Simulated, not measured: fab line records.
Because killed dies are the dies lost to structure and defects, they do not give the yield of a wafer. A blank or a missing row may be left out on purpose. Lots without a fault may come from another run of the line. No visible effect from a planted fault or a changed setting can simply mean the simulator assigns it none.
fab line records / flow sky130 / part 2 of 2: steps 28 to 36 of 36
record lots=5 wafers=15 last_day=49
route steps=708 shown METAL1@454 VIA1@458 METAL2@483
lots with no fault: from the same line, run without faults
start_h: the number of hours between the record's first day and the start of the first shown wafer of the lot / wait_h: how many hours have passed since the lot's step before this one / " unchanged from the row above / L1.1+2: one row covering several wafers at once / - no value present, or no start provided / * or withheld: withheld / < > ~ a bound
route shown NAME@n: NAME is a module with steps in the file, n the number in the route of the first one / usual: mean/standard deviation of fault-free wafers / same: alike in all rows / chamber/n: place in a boat / sites: per-site readings / _std_site: their standard deviation / _edge_site: mean of outer sites minus mean of inner sites / radius_mm: for every site, how far away it sits from the centre of the wafer / mask NAME#n: copy n / behind: the most recent tool/chamber to have shaped the wafer / hold: reason for holding the lot/hours on hold/outcome of the hold / device: names the non-switching transistor (n, p or np) / end of line: the route-end tests of the same wafers / a step given without rows: its recipe and nothing more / killed: count of dies lost to structure and defects at first sort (not the wafer's yield) / map: a wafer's dies, x killed, . not, _ none there
set.NAME: setting as actually run; set.NAME@STEP: the setting as run at that earlier step / model.NAME: the simulator's own value behind a step, which no gauge read
certain route steps with their lots: each step a table, each wafer a row
services: a tool's chamber out of use, with start hour (start_h, from the record's first day; less than 0 if before it), hours out, and reason
## steps
# step SKY_VIA1_THK_MEAS_23
# recipe thk_meas_gauge=xrf reads=W_of_VIA1_CVD_21
# usual VIA1_W_THK=265/4.7
lot.wafer=L076.1 tool=film_metro-03 chamber=- start_h=843.79 wait_h=0.1 VIA1_W_THK[nm]=255
lot.wafer=L076.2 tool=film_metro-03 chamber=- start_h=843.79 wait_h=0.1 VIA1_W_THK[nm]=254
lot.wafer=L076.5 tool=film_metro-03 chamber=- start_h=843.79 wait_h=0.1 VIA1_W_THK[nm]=252
lot.wafer=L083.1 tool=film_metro-02 chamber=- start_h=859.89 wait_h=0.1 VIA1_W_THK[nm]=261
lot.wafer=L083.4 tool=film_metro-02 chamber=- start_h=859.89 wait_h=0.1 VIA1_W_THK[nm]=256
lot.wafer=L083.6 tool=film_metro-02 chamber=- start_h=859.89 wait_h=0.1 VIA1_W_THK[nm]=262
lot.wafer=L087.1 tool=film_metro-03 chamber=- start_h=884.48 wait_h=0.1 VIA1_W_THK[nm]=260
lot.wafer=L087.5 tool=film_metro-03 chamber=- start_h=884.48 wait_h=0.1 VIA1_W_THK[nm]=264
lot.wafer=L087.6 tool=film_metro-03 chamber=- start_h=884.48 wait_h=0.1 VIA1_W_THK[nm]=261
lot.wafer=L089.1 tool=film_metro-03 chamber=- start_h=907.65 wait_h=0.1 VIA1_W_THK[nm]=261
lot.wafer=L089.2 tool=film_metro-03 chamber=- start_h=907.65 wait_h=0.1 VIA1_W_THK[nm]=265
lot.wafer=L089.4 tool=film_metro-03 chamber=- start_h=907.65 wait_h=0.1 VIA1_W_THK[nm]=264
lot.wafer=L090.3 tool=film_metro-01 chamber=- start_h=921.46 wait_h=0.1 VIA1_W_THK[nm]=267
lot.wafer=L090.5 tool=film_metro-01 chamber=- start_h=921.46 wait_h=0.1 VIA1_W_THK[nm]=260
lot.wafer=L090.6 tool=film_metro-01 chamber=- start_h=921.46 wait_h=0.1 VIA1_W_THK[nm]=264
# step SKY_VIA1_CMP_24
# recipe stop_on=SiO2 t_overpolish_s=15 down_force_psi=3.5 platen_rpm=60 target_thk_nm=0 pad_velocity_m_s=0.94248
# usual motor_current_A=11.7/1.4 overpolish_run_s=15.001/0.0093 time_to_endpoint_s=65/3.2
# same t_overpolish_s=15
lot.wafer=L076.2 tool=cmp-02 chamber=2 start_h=843.85 wait_h=0.0 motor_current_A=11.0 overpolish_run_s=15.003 time_to_endpoint_s=67
lot.wafer=L076.1 tool=cmp-02 chamber=3 start_h=843.85 wait_h=0.0 motor_current_A=10.2 overpolish_run_s=14.994 time_to_endpoint_s=67
lot.wafer=L076.5 tool=cmp-02 chamber=3 start_h=843.85 wait_h=0.0 motor_current_A=10.1 overpolish_run_s=14.989 time_to_endpoint_s=69
lot.wafer=L083.1 tool=cmp-02 chamber=3 start_h=859.95 wait_h=0.1 motor_current_A=10.2 overpolish_run_s=15.006 time_to_endpoint_s=63
lot.wafer=L083.4 tool=cmp-02 chamber=0 start_h=859.95 wait_h=0.1 motor_current_A=9.5 overpolish_run_s=15.017 time_to_endpoint_s=55
lot.wafer=L083.6 tool=cmp-02 chamber=3 start_h=859.95 wait_h=0.1 motor_current_A=10.1 overpolish_run_s=14.999 time_to_endpoint_s=61
lot.wafer=L087.1 tool=cmp-02 chamber=0 start_h=884.64 wait_h=0.1 motor_current_A=9.7 overpolish_run_s=14.993 time_to_endpoint_s=58
lot.wafer=L087.6 tool=cmp-02 chamber=2 start_h=884.64 wait_h=0.1 motor_current_A=10.8 overpolish_run_s=14.979 time_to_endpoint_s=62
lot.wafer=L087.5 tool=cmp-02 chamber=3 start_h=884.64 wait_h=0.1 motor_current_A=10.4 overpolish_run_s=14.989 time_to_endpoint_s=61
lot.wafer=L089.2 tool=cmp-01 chamber=1 start_h=907.71 wait_h=0.0 motor_current_A=13.2 overpolish_run_s=15.005 time_to_endpoint_s=68
lot.wafer=L089.1 tool=cmp-01 chamber=3 start_h=907.71 wait_h=0.0 motor_current_A=14.6 overpolish_run_s=14.988 time_to_endpoint_s=69
lot.wafer=L089.4 tool=cmp-01 chamber=0 start_h=907.71 wait_h=0.0 motor_current_A=11.1 overpolish_run_s=15.001 time_to_endpoint_s=70
lot.wafer=L090.3 tool=cmp-01 chamber=3 start_h=921.65 wait_h=0.2 motor_current_A=13.8 overpolish_run_s=15.004 time_to_endpoint_s=67
lot.wafer=L090.5 tool=cmp-01 chamber=0 start_h=921.65 wait_h=0.2 motor_current_A=10.9 overpolish_run_s=14.987 time_to_endpoint_s=66
lot.wafer=L090.6 tool=cmp-01 chamber=1 start_h=921.65 wait_h=0.2 motor_current_A=13.8 overpolish_run_s=14.998 time_to_endpoint_s=66
# step SKY_METAL2_SPUTTER_00
# recipe material=Ti target_thk_nm=15 power_w=3000 time_s=10 chamber_pressure_pa=0.4
# usual throttle_valve_pct=30.1/0.92
lot.wafer=L076.1 tool=pvd_sputter-01 chamber=- start_h=844.15 wait_h=0.2 throttle_valve_pct=30.2
lot.wafer=L076.2 tool=pvd_sputter-01 chamber=- start_h=844.15 wait_h=0.2 throttle_valve_pct=29.5
lot.wafer=L076.5 tool=pvd_sputter-01 chamber=- start_h=844.15 wait_h=0.2 throttle_valve_pct=28.0
lot.wafer=L083.1 tool=pvd_sputter-01 chamber=- start_h=860.25 wait_h=0.2 throttle_valve_pct=30.5
lot.wafer=L083.4 tool=pvd_sputter-01 chamber=- start_h=860.25 wait_h=0.2 throttle_valve_pct=29.5
lot.wafer=L083.6 tool=pvd_sputter-01 chamber=- start_h=860.25 wait_h=0.2 throttle_valve_pct=29.9
lot.wafer=L087.1 tool=pvd_sputter-04 chamber=- start_h=884.84 wait_h=0.1 throttle_valve_pct=31.2
lot.wafer=L087.5 tool=pvd_sputter-04 chamber=- start_h=884.84 wait_h=0.1 throttle_valve_pct=31.4
lot.wafer=L087.6 tool=pvd_sputter-04 chamber=- start_h=884.84 wait_h=0.1 throttle_valve_pct=31.3
lot.wafer=L089.1 tool=pvd_sputter-01 chamber=- start_h=908.01 wait_h=0.1 throttle_valve_pct=30.3
lot.wafer=L089.2 tool=pvd_sputter-01 chamber=- start_h=908.01 wait_h=0.1 throttle_valve_pct=29.8
lot.wafer=L089.4 tool=pvd_sputter-01 chamber=- start_h=908.01 wait_h=0.1 throttle_valve_pct=29.6
lot.wafer=L090.3 tool=pvd_sputter-04 chamber=- start_h=921.80 wait_h=0.1 throttle_valve_pct=30.2
lot.wafer=L090.5 tool=pvd_sputter-04 chamber=- start_h=921.80 wait_h=0.1 throttle_valve_pct=30.4
lot.wafer=L090.6 tool=pvd_sputter-04 chamber=- start_h=921.80 wait_h=0.1 throttle_valve_pct=31.2
# step SKY_METAL2_SPUTTER_01
# recipe material=TiN target_thk_nm=20 power_w=6500 time_s=16.7 chamber_pressure_pa=0.4
# usual throttle_valve_pct=30.1/0.92
lot.wafer=L076.1 tool=pvd_sputter-01 chamber=- start_h=844.17 wait_h=0.0 throttle_valve_pct=30.4
lot.wafer=L076.2 tool=pvd_sputter-01 chamber=- start_h=844.17 wait_h=0.0 throttle_valve_pct=29.7
lot.wafer=L076.5 tool=pvd_sputter-01 chamber=- start_h=844.17 wait_h=0.0 throttle_valve_pct=28.1
lot.wafer=L083.1 tool=pvd_sputter-01 chamber=- start_h=860.27 wait_h=0.0 throttle_valve_pct=30.5
lot.wafer=L083.4 tool=pvd_sputter-01 chamber=- start_h=860.27 wait_h=0.0 throttle_valve_pct=29.6
lot.wafer=L083.6 tool=pvd_sputter-01 chamber=- start_h=860.27 wait_h=0.0 throttle_valve_pct=29.9
lot.wafer=L087.1 tool=pvd_sputter-04 chamber=- start_h=884.87 wait_h=0.0 throttle_valve_pct=31.3
lot.wafer=L087.5 tool=pvd_sputter-04 chamber=- start_h=884.87 wait_h=0.0 throttle_valve_pct=31.4
lot.wafer=L087.6 tool=pvd_sputter-04 chamber=- start_h=884.87 wait_h=0.0 throttle_valve_pct=31.2
lot.wafer=L089.1 tool=pvd_sputter-01 chamber=- start_h=908.03 wait_h=0.0 throttle_valve_pct=30.0
lot.wafer=L089.2 tool=pvd_sputter-01 chamber=- start_h=908.03 wait_h=0.0 throttle_valve_pct=29.8
lot.wafer=L089.4 tool=pvd_sputter-01 chamber=- start_h=908.03 wait_h=0.0 throttle_valve_pct=29.9
lot.wafer=L090.3 tool=pvd_sputter-04 chamber=- start_h=921.82 wait_h=0.0 throttle_valve_pct=29.7
lot.wafer=L090.5 tool=pvd_sputter-04 chamber=- start_h=921.82 wait_h=0.0 throttle_valve_pct=30.3
lot.wafer=L090.6 tool=pvd_sputter-04 chamber=- start_h=921.82 wait_h=0.0 throttle_valve_pct=31.5
# step SKY_METAL2_SPUTTER_02
# recipe material=AlCu target_thk_nm=250 power_w=10600 time_s=13.3 chamber_pressure_pa=0.4
# usual throttle_valve_pct=30.1/0.92
lot.wafer=L076.1 tool=pvd_sputter-01 chamber=- start_h=844.20 wait_h=0.0 throttle_valve_pct=30.6
lot.wafer=L076.2 tool=pvd_sputter-01 chamber=- start_h=844.20 wait_h=0.0 throttle_valve_pct=29.6
lot.wafer=L076.5 tool=pvd_sputter-01 chamber=- start_h=844.20 wait_h=0.0 throttle_valve_pct=28.3
lot.wafer=L083.1 tool=pvd_sputter-01 chamber=- start_h=860.30 wait_h=0.0 throttle_valve_pct=30.3
lot.wafer=L083.4 tool=pvd_sputter-01 chamber=- start_h=860.30 wait_h=0.0 throttle_valve_pct=29.5
lot.wafer=L083.6 tool=pvd_sputter-01 chamber=- start_h=860.30 wait_h=0.0 throttle_valve_pct=29.6
lot.wafer=L087.1 tool=pvd_sputter-04 chamber=- start_h=884.89 wait_h=0.0 throttle_valve_pct=31.4
lot.wafer=L087.5 tool=pvd_sputter-04 chamber=- start_h=884.89 wait_h=0.0 throttle_valve_pct=31.2
lot.wafer=L087.6 tool=pvd_sputter-04 chamber=- start_h=884.89 wait_h=0.0 throttle_valve_pct=31.4
lot.wafer=L089.1 tool=pvd_sputter-01 chamber=- start_h=908.06 wait_h=0.0 throttle_valve_pct=30.6
lot.wafer=L089.2 tool=pvd_sputter-01 chamber=- start_h=908.06 wait_h=0.0 throttle_valve_pct=29.5
lot.wafer=L089.4 tool=pvd_sputter-01 chamber=- start_h=908.06 wait_h=0.0 throttle_valve_pct=29.6
lot.wafer=L090.3 tool=pvd_sputter-04 chamber=- start_h=921.84 wait_h=0.0 throttle_valve_pct=29.5
lot.wafer=L090.5 tool=pvd_sputter-04 chamber=- start_h=921.84 wait_h=0.0 throttle_valve_pct=30.3
lot.wafer=L090.6 tool=pvd_sputter-04 chamber=- start_h=921.84 wait_h=0.0 throttle_valve_pct=31.3
# step SKY_METAL2_SPUTTER_03
# recipe material=Ti target_thk_nm=5 power_w=3000 time_s=3.3 chamber_pressure_pa=0.4
# usual throttle_valve_pct=30.1/0.95
lot.wafer=L076.1 tool=pvd_sputter-01 chamber=- start_h=844.22 wait_h=0.0 throttle_valve_pct=30.6
lot.wafer=L076.2 tool=pvd_sputter-01 chamber=- start_h=844.22 wait_h=0.0 throttle_valve_pct=29.6
lot.wafer=L076.5 tool=pvd_sputter-01 chamber=- start_h=844.22 wait_h=0.0 throttle_valve_pct=27.8
lot.wafer=L083.1 tool=pvd_sputter-01 chamber=- start_h=860.32 wait_h=0.0 throttle_valve_pct=30.4
lot.wafer=L083.4 tool=pvd_sputter-01 chamber=- start_h=860.32 wait_h=0.0 throttle_valve_pct=29.8
lot.wafer=L083.6 tool=pvd_sputter-01 chamber=- start_h=860.32 wait_h=0.0 throttle_valve_pct=29.8
lot.wafer=L087.1 tool=pvd_sputter-04 chamber=- start_h=884.92 wait_h=0.0 throttle_valve_pct=31.4
lot.wafer=L087.5 tool=pvd_sputter-04 chamber=- start_h=884.92 wait_h=0.0 throttle_valve_pct=31.3
lot.wafer=L087.6 tool=pvd_sputter-04 chamber=- start_h=884.92 wait_h=0.0 throttle_valve_pct=31.1
lot.wafer=L089.1 tool=pvd_sputter-01 chamber=- start_h=908.08 wait_h=0.0 throttle_valve_pct=30.1
lot.wafer=L089.2 tool=pvd_sputter-01 chamber=- start_h=908.08 wait_h=0.0 throttle_valve_pct=29.6
lot.wafer=L089.4 tool=pvd_sputter-01 chamber=- start_h=908.08 wait_h=0.0 throttle_valve_pct=29.6
lot.wafer=L090.3 tool=pvd_sputter-04 chamber=- start_h=921.87 wait_h=0.0 throttle_valve_pct=29.9
lot.wafer=L090.5 tool=pvd_sputter-04 chamber=- start_h=921.87 wait_h=0.0 throttle_valve_pct=30.5
lot.wafer=L090.6 tool=pvd_sputter-04 chamber=- start_h=921.87 wait_h=0.0 throttle_valve_pct=31.4
# step SKY_METAL2_SPUTTER_04
# recipe material=TiN target_thk_nm=70 power_w=6500 time_s=58.3 chamber_pressure_pa=0.4
# usual throttle_valve_pct=30.1/0.93
lot.wafer=L076.1 tool=pvd_sputter-01 chamber=- start_h=844.24 wait_h=0.0 throttle_valve_pct=30.4
lot.wafer=L076.2 tool=pvd_sputter-01 chamber=- start_h=844.24 wait_h=0.0 throttle_valve_pct=29.6
lot.wafer=L076.5 tool=pvd_sputter-01 chamber=- start_h=844.24 wait_h=0.0 throttle_valve_pct=27.8
lot.wafer=L083.1 tool=pvd_sputter-01 chamber=- start_h=860.34 wait_h=0.0 throttle_valve_pct=30.3
lot.wafer=L083.4 tool=pvd_sputter-01 chamber=- start_h=860.34 wait_h=0.0 throttle_valve_pct=29.8
lot.wafer=L083.6 tool=pvd_sputter-01 chamber=- start_h=860.34 wait_h=0.0 throttle_valve_pct=29.6
lot.wafer=L087.1 tool=pvd_sputter-04 chamber=- start_h=884.93 wait_h=0.0 throttle_valve_pct=31.4
lot.wafer=L087.5 tool=pvd_sputter-04 chamber=- start_h=884.93 wait_h=0.0 throttle_valve_pct=31.1
lot.wafer=L087.6 tool=pvd_sputter-04 chamber=- start_h=884.93 wait_h=0.0 throttle_valve_pct=31.0
lot.wafer=L089.1 tool=pvd_sputter-01 chamber=- start_h=908.10 wait_h=0.0 throttle_valve_pct=30.6
lot.wafer=L089.2 tool=pvd_sputter-01 chamber=- start_h=908.10 wait_h=0.0 throttle_valve_pct=29.9
lot.wafer=L089.4 tool=pvd_sputter-01 chamber=- start_h=908.10 wait_h=0.0 throttle_valve_pct=29.8
lot.wafer=L090.3 tool=pvd_sputter-04 chamber=- start_h=921.89 wait_h=0.0 throttle_valve_pct=29.7
lot.wafer=L090.5 tool=pvd_sputter-04 chamber=- start_h=921.89 wait_h=0.0 throttle_valve_pct=30.4
lot.wafer=L090.6 tool=pvd_sputter-04 chamber=- start_h=921.89 wait_h=0.0 throttle_valve_pct=31.6
# step SKY_METAL2_RS_MEAS_05
# recipe thk_meas_gauge=four-point-probe reads=TiN_of_METAL2_SPUTTER_04+Ti_of_METAL2_SPUTTER_03+AlCu_of_METAL2_SPUTTER_02+TiN_of_METAL2_SPUTTER_01+Ti_of_METAL2_SPUTTER_00
# usual METAL2_ALCU_RS=0.1264/0.0013
lot.wafer=L076.1 tool=film_metro-03 chamber=- start_h=844.29 wait_h=0.0 METAL2_ALCU_RS[ohm/sq]=0.1249
lot.wafer=L076.2 tool=film_metro-03 chamber=- start_h=844.29 wait_h=0.0 METAL2_ALCU_RS[ohm/sq]=0.1250
lot.wafer=L076.5 tool=film_metro-03 chamber=- start_h=844.29 wait_h=0.0 METAL2_ALCU_RS[ohm/sq]=0.1251
lot.wafer=L083.1 tool=film_metro-03 chamber=- start_h=860.39 wait_h=0.0 METAL2_ALCU_RS[ohm/sq]=0.1245
lot.wafer=L083.4 tool=film_metro-03 chamber=- start_h=860.39 wait_h=0.0 METAL2_ALCU_RS[ohm/sq]=0.1258
lot.wafer=L083.6 tool=film_metro-03 chamber=- start_h=860.39 wait_h=0.0 METAL2_ALCU_RS[ohm/sq]=0.1260
lot.wafer=L087.1 tool=film_metro-03 chamber=- start_h=884.98 wait_h=0.0 METAL2_ALCU_RS[ohm/sq]=0.1245
lot.wafer=L087.5 tool=film_metro-03 chamber=- start_h=884.98 wait_h=0.0 METAL2_ALCU_RS[ohm/sq]=0.1252
lot.wafer=L087.6 tool=film_metro-03 chamber=- start_h=884.98 wait_h=0.0 METAL2_ALCU_RS[ohm/sq]=0.1250
lot.wafer=L089.1 tool=film_metro-03 chamber=- start_h=908.15 wait_h=0.0 METAL2_ALCU_RS[ohm/sq]=0.1233
lot.wafer=L089.2 tool=film_metro-03 chamber=- start_h=908.15 wait_h=0.0 METAL2_ALCU_RS[ohm/sq]=0.1261
lot.wafer=L089.4 tool=film_metro-03 chamber=- start_h=908.15 wait_h=0.0 METAL2_ALCU_RS[ohm/sq]=0.1249
lot.wafer=L090.3 tool=film_metro-04 chamber=- start_h=921.98 wait_h=0.1 METAL2_ALCU_RS[ohm/sq]=0.1267
lot.wafer=L090.5 tool=film_metro-04 chamber=- start_h=921.98 wait_h=0.1 METAL2_ALCU_RS[ohm/sq]=0.1263
lot.wafer=L090.6 tool=film_metro-04 chamber=- start_h=921.98 wait_h=0.1 METAL2_ALCU_RS[ohm/sq]=0.1266
# step SKY_METAL2_THK_MEAS_06
# recipe thk_meas_gauge=xrf reads=AlCu_of_METAL2_SPUTTER_02
# usual METAL2_ALCU_THK=247.6/2.6
lot.wafer=L076.1 tool=film_metro-03 chamber=- start_h=844.41 wait_h=0.1 METAL2_ALCU_THK[nm]=247.2
lot.wafer=L076.2 tool=film_metro-03 chamber=- start_h=844.41 wait_h=0.1 METAL2_ALCU_THK[nm]=248.5
lot.wafer=L076.5 tool=film_metro-03 chamber=- start_h=844.41 wait_h=0.1 METAL2_ALCU_THK[nm]=247.6
lot.wafer=L083.1 tool=film_metro-03 chamber=- start_h=860.51 wait_h=0.1 METAL2_ALCU_THK[nm]=250.2
lot.wafer=L083.4 tool=film_metro-03 chamber=- start_h=860.51 wait_h=0.1 METAL2_ALCU_THK[nm]=246.9
lot.wafer=L083.6 tool=film_metro-03 chamber=- start_h=860.51 wait_h=0.1 METAL2_ALCU_THK[nm]=246.3
lot.wafer=L087.1 tool=film_metro-03 chamber=- start_h=885.10 wait_h=0.1 METAL2_ALCU_THK[nm]=249.8
lot.wafer=L087.5 tool=film_metro-03 chamber=- start_h=885.10 wait_h=0.1 METAL2_ALCU_THK[nm]=248.6
lot.wafer=L087.6 tool=film_metro-03 chamber=- start_h=885.10 wait_h=0.1 METAL2_ALCU_THK[nm]=248.5
lot.wafer=L089.1 tool=film_metro-03 chamber=- start_h=908.27 wait_h=0.1 METAL2_ALCU_THK[nm]=250.1
lot.wafer=L089.2 tool=film_metro-03 chamber=- start_h=908.27 wait_h=0.1 METAL2_ALCU_THK[nm]=246.3
lot.wafer=L089.4 tool=film_metro-03 chamber=- start_h=908.27 wait_h=0.1 METAL2_ALCU_THK[nm]=249.1
lot.wafer=L090.3 tool=film_metro-04 chamber=- start_h=922.08 wait_h=0.1 METAL2_ALCU_THK[nm]=248.8
lot.wafer=L090.5 tool=film_metro-04 chamber=- start_h=922.08 wait_h=0.1 METAL2_ALCU_THK[nm]=249.6
lot.wafer=L090.6 tool=film_metro-04 chamber=- start_h=922.08 wait_h=0.1 METAL2_ALCU_THK[nm]=248.5
## services
tool=pvd_sputter-03 chamber=- start_h=794.92 hours=6.0 kind=repair
tool=cmp-01 chamber=- start_h=802.36 hours=3.0 kind=repair
tool=cmp-02 chamber=- start_h=804.24 hours=1.8 kind=repair
tool=wet_bench-01 chamber=- start_h=804.87 hours=1.7 kind=repair
tool=krf_scanner-01 chamber=- start_h=811.11 hours=1.3 kind=pm
tool=plasma_asher-02 chamber=- start_h=814.99 hours=9.5 kind=repair
tool=cmp-02 chamber=- start_h=817.19 hours=6.6 kind=pm
tool=rie_diel-04 chamber=2 start_h=820.89 hours=9.6 kind=repair
tool=cmp-01 chamber=- start_h=834.26 hours=2.6 kind=repair
tool=rie_diel-02 chamber=0 start_h=840.91 hours=13.5 kind=repair
tool=plasma_asher-03 chamber=- start_h=849.81 hours=5.9 kind=repair
tool=krf_scanner-02 chamber=- start_h=852.56 hours=1.6 kind=repair
tool=rie_diel-04 chamber=2 start_h=860.65 hours=4.4 kind=repair
tool=cmp-02 chamber=- start_h=868.94 hours=3.0 kind=repair
tool=rie_diel-02 chamber=- start_h=869.87 hours=0.5 kind=repair
tool=rie_diel-02 chamber=- start_h=886.91 hours=0.9 kind=repair
tool=cmp-02 chamber=- start_h=888.41 hours=8.2 kind=pm
tool=krf_scanner-02 chamber=- start_h=890.10 hours=1.0 kind=pm
tool=cmp-01 chamber=- start_h=893.89 hours=1.3 kind=repair
tool=krf_scanner-02 chamber=- start_h=905.11 hours=2.2 kind=repair
tool=pvd_sputter-01 chamber=- start_h=911.04 hours=14.2 kind=repair
tool=rie_diel-04 chamber=3 start_h=912.71 hours=7.0 kind=repair
tool=cmp-02 chamber=- start_h=919.52 hours=4.0 kind=pm
tool=rie_diel-04 chamber=3 start_h=920.05 hours=5.9 kind=repair
